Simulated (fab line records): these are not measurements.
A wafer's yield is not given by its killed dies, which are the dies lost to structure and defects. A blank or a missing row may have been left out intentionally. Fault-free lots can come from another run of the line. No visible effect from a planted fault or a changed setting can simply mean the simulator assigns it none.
Chamber matching || flow gf180mcu || 4 sister chambers for GF_PASSIVATION_ETCH_11 on rieDiel-04
The step etches the open film in CF4/O2, stops on TiN, target depth 2040 nm, time 453.3 s. 4 wafers are shown with their chamber, then 8 later ones without.

## EACH WAFER AND ITS CHAMBER
{"wafer": "L781.6", "chamber": 0, "drypumpMotorCurrentA (A)": 5.6}
{"wafer": "L784.2", "chamber": 2, "drypumpMotorCurrentA (A)": 6.4}
{"wafer": "L784.3", "chamber": 3, "drypumpMotorCurrentA (A)": 5.5}
{"wafer": "L787.4", "chamber": 1, "drypumpMotorCurrentA (A)": 5.5}

## WAFERS MISSING THEIR CHAMBER
{"wafer": "L787.5", "drypumpMotorCurrentA (A)": 5.5}
{"wafer": "L787.6", "drypumpMotorCurrentA (A)": 5.7}
{"wafer": "L788.1", "drypumpMotorCurrentA (A)": 6.3}
{"wafer": "L788.3", "drypumpMotorCurrentA (A)": 5.6}
{"wafer": "L788.6", "drypumpMotorCurrentA (A)": 5.7}
{"wafer": "L794.1", "drypumpMotorCurrentA (A)": 6.3}
{"wafer": "L794.4", "drypumpMotorCurrentA (A)": 5.6}
{"wafer": "L794.5", "drypumpMotorCurrentA (A)": 5.6}

## THE CHAMBER EACH PASSED THROUGH
{"wafer": "L787.5", "from the rows above": "can't be placed: 1 or 3 or 0", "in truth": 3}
{"wafer": "L787.6", "from the rows above": "can't be placed: 0 or 1 or 3", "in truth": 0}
{"wafer": "L788.1", "from the rows above": 2, "in truth": 2}
{"wafer": "L788.3", "from the rows above": "can't be placed: 0 or 1 or 3", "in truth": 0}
{"wafer": "L788.6", "from the rows above": "can't be placed: 0 or 1 or 3", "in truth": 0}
{"wafer": "L794.1", "from the rows above": 2, "in truth": 2}
{"wafer": "L794.4", "from the rows above": "can't be placed: 0 or 1 or 3", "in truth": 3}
{"wafer": "L794.5", "from the rows above": "can't be placed: 0 or 1 or 3", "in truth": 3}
2 of 8 placed correctly. Can't be placed from these rows: 6 (the true chamber is among the candidates in 6). Wrongly placed: 0.
How it was worked out, from the rows above alone: a wafer's distance from a chamber is the root of the sum, over the readings, of the square of ((its reading less the chamber's mean) divided by the reading's scatter). The wafer belongs to the nearest chamber; if the next one is less than 2 further off, it can't be placed. For every chamber, the mean is computed from those of its wafers that are shown. The scatter: root of mean squared gap, hidden wafer to nearest shown wafer, with one shown wafer a chamber.
